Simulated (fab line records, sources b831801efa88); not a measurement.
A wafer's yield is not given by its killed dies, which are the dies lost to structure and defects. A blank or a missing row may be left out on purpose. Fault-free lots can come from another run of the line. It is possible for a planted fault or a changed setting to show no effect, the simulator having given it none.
Which tool is to blame? || flow gf180mcu || Sampling: 12 lots, 35 wafers, 5 of 602 route steps

## WHAT THE GAUGES SHOWED, per wafer
GF_M4_RS_MEAS_05: a four-point-probe measurement. Usual: for M4_ALCU_RS the level is 0.0697 ohm/sq and the standard deviation is 0.0008.
{"lot": "L643", "measured": "day 23 04:46", "on": "filmMetro-01", "M4_ALCU_RS (ohm/sq)": "0.0704 0.0689 0.0695", "flag": ""}
{"lot": "L649", "measured": "day 25 08:26", "on": "filmMetro-02", "M4_ALCU_RS (ohm/sq)": "0.0707 0.0713 0.0711", "flag": ""}
{"lot": "L652", "measured": "day 26 01:46", "on": "filmMetro-03", "M4_ALCU_RS (ohm/sq)": "0.0701 0.0700 0.0690", "flag": ""}
{"lot": "L653", "measured": "day 26 10:39", "on": "filmMetro-01", "M4_ALCU_RS (ohm/sq)": "0.0700 0.0697 0.0696", "flag": ""}
{"lot": "L655", "measured": "day 26 21:33", "on": "filmMetro-03", "M4_ALCU_RS (ohm/sq)": "0.0701 0.0699 0.0699", "flag": ""}
{"lot": "L658", "measured": "day 28 00:28", "on": "filmMetro-01", "M4_ALCU_RS (ohm/sq)": "0.0694 0.0692 0.0695", "flag": ""}
{"lot": "L659", "measured": "day 28 06:26", "on": "filmMetro-01", "M4_ALCU_RS (ohm/sq)": "0.0697 0.0692 0.0690", "flag": ""}
{"lot": "L661", "measured": "day 28 18:02", "on": "filmMetro-02", "M4_ALCU_RS (ohm/sq)": "0.0696 0.0704 0.0696", "flag": ""}
{"lot": "L662", "measured": "day 29 00:53", "on": "filmMetro-03", "M4_ALCU_RS (ohm/sq)": "0.0698 0.0701 0.0702", "flag": ""}
{"lot": "L663", "measured": "day 29 01:16", "on": "filmMetro-01", "M4_ALCU_RS (ohm/sq)": "0.0687 0.0688 0.0689", "flag": ""}
{"lot": "L664", "measured": "day 29 04:44", "on": "filmMetro-01", "M4_ALCU_RS (ohm/sq)": "0.0697 0.0690", "flag": ""}
{"lot": "L665", "measured": "day 29 06:33", "on": "filmMetro-03", "M4_ALCU_RS (ohm/sq)": "0.0691 0.0680 0.0681", "flag": ""}

GF_M4_OVL_MEAS_15. Usual: for M4_OVL the level is 0 nm and the standard deviation is 4.9.
{"lot": "L643", "measured": "day 24 03:27", "on": "overlay-02", "M4_OVL (nm)": "3 1 2", "flag": ""}
{"lot": "L649", "measured": "day 26 05:00", "on": "overlay-01", "M4_OVL (nm)": "-1 -2 -1", "flag": ""}
{"lot": "L652", "measured": "day 26 22:10", "on": "overlay-01", "M4_OVL (nm)": "-3 -2 -5", "flag": ""}
{"lot": "L653", "measured": "day 27 06:12", "on": "overlay-02", "M4_OVL (nm)": "11 -4 -1", "flag": ""}
{"lot": "L655", "measured": "day 27 18:16", "on": "overlay-02", "M4_OVL (nm)": "-7 1 -4", "flag": ""}
{"lot": "L658", "measured": "day 28 20:16", "on": "overlay-02", "M4_OVL (nm)": "0 -8 3", "flag": ""}
{"lot": "L659", "measured": "day 29 01:28", "on": "overlay-02", "M4_OVL (nm)": "6 1 7", "flag": ""}
{"lot": "L661", "measured": "day 29 12:53", "on": "overlay-02", "M4_OVL (nm)": "4 -5 3", "flag": ""}
{"lot": "L662", "measured": "day 29 20:47", "on": "overlay-01", "M4_OVL (nm)": "3 -5 -2", "flag": ""}
{"lot": "L663", "measured": "day 29 20:50", "on": "overlay-02", "M4_OVL (nm)": "6 5 11", "flag": ""}
{"lot": "L664", "measured": "day 29 23:53", "on": "overlay-01", "M4_OVL (nm)": "4 -4", "flag": ""}
{"lot": "L665", "measured": "day 30 01:07", "on": "overlay-01", "M4_OVL (nm)": "1 -4 -7", "flag": ""}

GF_V4_THK_MEAS_01. Usual: for V4_CVD_00_THK the level is 599 nm and the standard deviation is 6.6.
{"lot": "L643", "measured": "day 24 04:15", "on": "filmMetro-01", "V4_CVD_00_THK (nm)": "599 606 611", "flag": ""}
{"lot": "L649", "measured": "day 26 05:55", "on": "filmMetro-01", "V4_CVD_00_THK (nm)": "295 598 297", "flag": "OFF"}
{"lot": "L652", "measured": "day 26 23:02", "on": "filmMetro-02", "V4_CVD_00_THK (nm)": "601 597 586", "flag": ""}
{"lot": "L653", "measured": "day 27 06:59", "on": "filmMetro-04", "V4_CVD_00_THK (nm)": "601 288 606", "flag": "OFF"}
{"lot": "L655", "measured": "day 27 19:03", "on": "filmMetro-04", "V4_CVD_00_THK (nm)": "605 590 592", "flag": ""}
{"lot": "L658", "measured": "day 28 21:05", "on": "filmMetro-04", "V4_CVD_00_THK (nm)": "594 606 594", "flag": ""}
{"lot": "L659", "measured": "day 29 02:19", "on": "filmMetro-02", "V4_CVD_00_THK (nm)": "605 606 586", "flag": ""}
{"lot": "L661", "measured": "day 29 13:40", "on": "filmMetro-02", "V4_CVD_00_THK (nm)": "604 595 599", "flag": ""}
{"lot": "L662", "measured": "day 29 21:34", "on": "filmMetro-01", "V4_CVD_00_THK (nm)": "609 600 614", "flag": ""}
{"lot": "L663", "measured": "day 29 21:37", "on": "filmMetro-04", "V4_CVD_00_THK (nm)": "599 603 607", "flag": ""}
{"lot": "L664", "measured": "day 30 00:40", "on": "filmMetro-04", "V4_CVD_00_THK (nm)": "600 605", "flag": ""}
{"lot": "L665", "measured": "day 30 01:54", "on": "filmMetro-02", "V4_CVD_00_THK (nm)": "592 599 601", "flag": ""}

## WHAT TOOL EACH LOT RAN ON (gives the tool, then ch and the chambers of the sampled wafers, and finally the start)
{"lot": "L643", "GF_V3_ETCH_16": "rieDiel-02 ch 0,1,3, day 23 03:11", "GF_V4_CVD_00": "hdpcvd-02 ch 0,1,2, day 24 04:11"}
{"lot": "L649", "GF_V3_ETCH_16": "rieDiel-03 ch 0,1,2, day 25 06:50", "GF_V4_CVD_00": "hdpcvd-01 ch 0,2, day 26 05:51"}
{"lot": "L652", "GF_V3_ETCH_16": "rieDiel-04 ch 0,1, day 26 00:08", "GF_V4_CVD_00": "hdpcvd-02 ch 0,1,2, day 26 22:58"}
{"lot": "L653", "GF_V3_ETCH_16": "rieDiel-02 ch 0,2, day 26 08:59", "GF_V4_CVD_00": "hdpcvd-01 ch 0,1, day 27 06:54"}
{"lot": "L655", "GF_V3_ETCH_16": "rieDiel-03 ch 0,1,3, day 26 19:33", "GF_V4_CVD_00": "hdpcvd-02 ch 0,1,2, day 27 18:59"}
{"lot": "L658", "GF_V3_ETCH_16": "rieDiel-03 ch 1,2,3, day 27 22:50", "GF_V4_CVD_00": "hdpcvd-02 ch 0,1,2, day 28 21:01"}
{"lot": "L659", "GF_V3_ETCH_16": "rieDiel-02 ch 0,1,3, day 28 04:51", "GF_V4_CVD_00": "hdpcvd-02 ch 0,1,2, day 29 02:15"}
{"lot": "L661", "GF_V3_ETCH_16": "rieDiel-02 ch 2,3, day 28 16:23", "GF_V4_CVD_00": "hdpcvd-02 ch 0,1,2, day 29 13:36"}
{"lot": "L662", "GF_V3_ETCH_16": "rieDiel-02 ch 1,2, day 28 23:17", "GF_V4_CVD_00": "hdpcvd-02 ch 1,2, day 29 21:29"}
{"lot": "L663", "GF_V3_ETCH_16": "rieDiel-03 ch 0,3, day 28 23:38", "GF_V4_CVD_00": "hdpcvd-01 ch 0,2, day 29 21:31"}
{"lot": "L664", "GF_V3_ETCH_16": "rieDiel-02 ch 0,3, day 29 03:09", "GF_V4_CVD_00": "hdpcvd-01 ch 2, day 30 00:35"}
{"lot": "L665", "GF_V3_ETCH_16": "rieDiel-03 ch 1,3, day 29 04:52", "GF_V4_CVD_00": "hdpcvd-01 ch 0,1,2, day 30 01:50"}
- GF_V3_ETCH_16: etches BARC in N2/H2.
- GF_V4_CVD_00: deposits SiO2, target thk 600 nm, time 100 s.

## WHAT THE TOOLS THEMSELVES READ (means of the sampled wafers that have a number; where no wafer has one, the mark that the record gives instead)
GF_V3_ETCH_16. Usual: drypumpMotorCurrentA 5.6 A, standard deviation 0.41; n2FlowSccm 100.0 sccm, standard deviation 0.31; oesProductAu 0.854 a.u., standard deviation 0.0047; throttleValvePct 13.225 %, standard deviation 0.0086.
{"lot": "L643", "tool": "rieDiel-02", "drypumpMotorCurrentA (A)": 5.4, "n2FlowSccm (sccm)": 100.0, "oesProductAu (a.u.)": 0.855, "throttleValvePct (%)": 13.226, "flag": ""}
{"lot": "L649", "tool": "rieDiel-03", "drypumpMotorCurrentA (A)": 5.8, "n2FlowSccm (sccm)": 100.0, "oesProductAu (a.u.)": 0.859, "throttleValvePct (%)": 13.222, "flag": ""}
{"lot": "L652", "tool": "rieDiel-04", "drypumpMotorCurrentA (A)": 5.8, "n2FlowSccm (sccm)": 99.9, "oesProductAu (a.u.)": 0.851, "throttleValvePct (%)": 13.229, "flag": ""}
{"lot": "L653", "tool": "rieDiel-02", "drypumpMotorCurrentA (A)": 5.1, "n2FlowSccm (sccm)": 100.0, "oesProductAu (a.u.)": 0.857, "throttleValvePct (%)": 13.233, "flag": ""}
{"lot": "L655", "tool": "rieDiel-03", "drypumpMotorCurrentA (A)": 6.0, "n2FlowSccm (sccm)": 100.1, "oesProductAu (a.u.)": 0.856, "throttleValvePct (%)": 13.222, "flag": ""}
{"lot": "L658", "tool": "rieDiel-03", "drypumpMotorCurrentA (A)": 5.8, "n2FlowSccm (sccm)": 100.0, "oesProductAu (a.u.)": 0.856, "throttleValvePct (%)": 13.229, "flag": ""}
{"lot": "L659", "tool": "rieDiel-02", "drypumpMotorCurrentA (A)": 5.4, "n2FlowSccm (sccm)": 99.8, "oesProductAu (a.u.)": 0.852, "throttleValvePct (%)": 13.220, "flag": ""}
{"lot": "L661", "tool": "rieDiel-02", "drypumpMotorCurrentA (A)": 5.4, "n2FlowSccm (sccm)": 100.1, "oesProductAu (a.u.)": 0.851, "throttleValvePct (%)": 13.228, "flag": ""}
{"lot": "L662", "tool": "rieDiel-02", "drypumpMotorCurrentA (A)": 5.7, "n2FlowSccm (sccm)": 100.2, "oesProductAu (a.u.)": 0.855, "throttleValvePct (%)": 13.227, "flag": ""}
{"lot": "L663", "tool": "rieDiel-03", "drypumpMotorCurrentA (A)": 5.9, "n2FlowSccm (sccm)": 99.9, "oesProductAu (a.u.)": 0.857, "throttleValvePct (%)": 13.226, "flag": ""}
{"lot": "L664", "tool": "rieDiel-02", "drypumpMotorCurrentA (A)": 5.1, "n2FlowSccm (sccm)": 99.7, "oesProductAu (a.u.)": 0.853, "throttleValvePct (%)": 13.226, "flag": ""}
{"lot": "L665", "tool": "rieDiel-03", "drypumpMotorCurrentA (A)": 6.2, "n2FlowSccm (sccm)": 99.7, "oesProductAu (a.u.)": 0.859, "throttleValvePct (%)": 13.226, "flag": ""}

GF_V4_CVD_00. Usual: sih4FlowSccm 59.99 sccm, standard deviation 0.18.
{"lot": "L643", "tool": "hdpcvd-02", "sih4FlowSccm (sccm)": 60.16, "flag": ""}
{"lot": "L649", "tool": "hdpcvd-01", "sih4FlowSccm (sccm)": 39.91, "flag": "OFF"}
{"lot": "L652", "tool": "hdpcvd-02", "sih4FlowSccm (sccm)": 60.07, "flag": ""}
{"lot": "L653", "tool": "hdpcvd-01", "sih4FlowSccm (sccm)": 49.98, "flag": "OFF"}
{"lot": "L655", "tool": "hdpcvd-02", "sih4FlowSccm (sccm)": 60.01, "flag": ""}
{"lot": "L658", "tool": "hdpcvd-02", "sih4FlowSccm (sccm)": 60.14, "flag": ""}
{"lot": "L659", "tool": "hdpcvd-02", "sih4FlowSccm (sccm)": 59.88, "flag": ""}
{"lot": "L661", "tool": "hdpcvd-02", "sih4FlowSccm (sccm)": 60.08, "flag": ""}
{"lot": "L662", "tool": "hdpcvd-02", "sih4FlowSccm (sccm)": 59.97, "flag": ""}
{"lot": "L663", "tool": "hdpcvd-01", "sih4FlowSccm (sccm)": 60.10, "flag": ""}
{"lot": "L664", "tool": "hdpcvd-01", "sih4FlowSccm (sccm)": 60.09, "flag": ""}
{"lot": "L665", "tool": "hdpcvd-01", "sih4FlowSccm (sccm)": 59.96, "flag": ""}

## THE ANSWER, worked out from the rows above alone
Rule: a lot counts as off when the mean over its wafers that have a number is more than 3 standard deviations away from the usual mean. A lot without any number at a reading at which 4 lots or more have one is off too. All remaining lots with rows at the step are treated as sound. Order of review: gauges by route order, followed by the tools' own readings, for which a lot's mean as printed above is used. The first step at which some lot is off is used, and at that step the reading that is off furthest; a lot without a number counts as furthest.
Off: at GF_V4_THK_MEAS_01 (V4_CVD_00_THK), L649, L653.
If a tool, at a process step before that reading, ran all the lots that are off and no sound lot after the first of them, it fits. The gauges at GF_V4_THK_MEAS_01 aren't tried: what is off there is off at GF_V4_CVD_00 too, on other tools, and a gauge's error can't cause that. No candidate that was tried fits.

## WHAT THE SIMULATOR HAD INSERTED
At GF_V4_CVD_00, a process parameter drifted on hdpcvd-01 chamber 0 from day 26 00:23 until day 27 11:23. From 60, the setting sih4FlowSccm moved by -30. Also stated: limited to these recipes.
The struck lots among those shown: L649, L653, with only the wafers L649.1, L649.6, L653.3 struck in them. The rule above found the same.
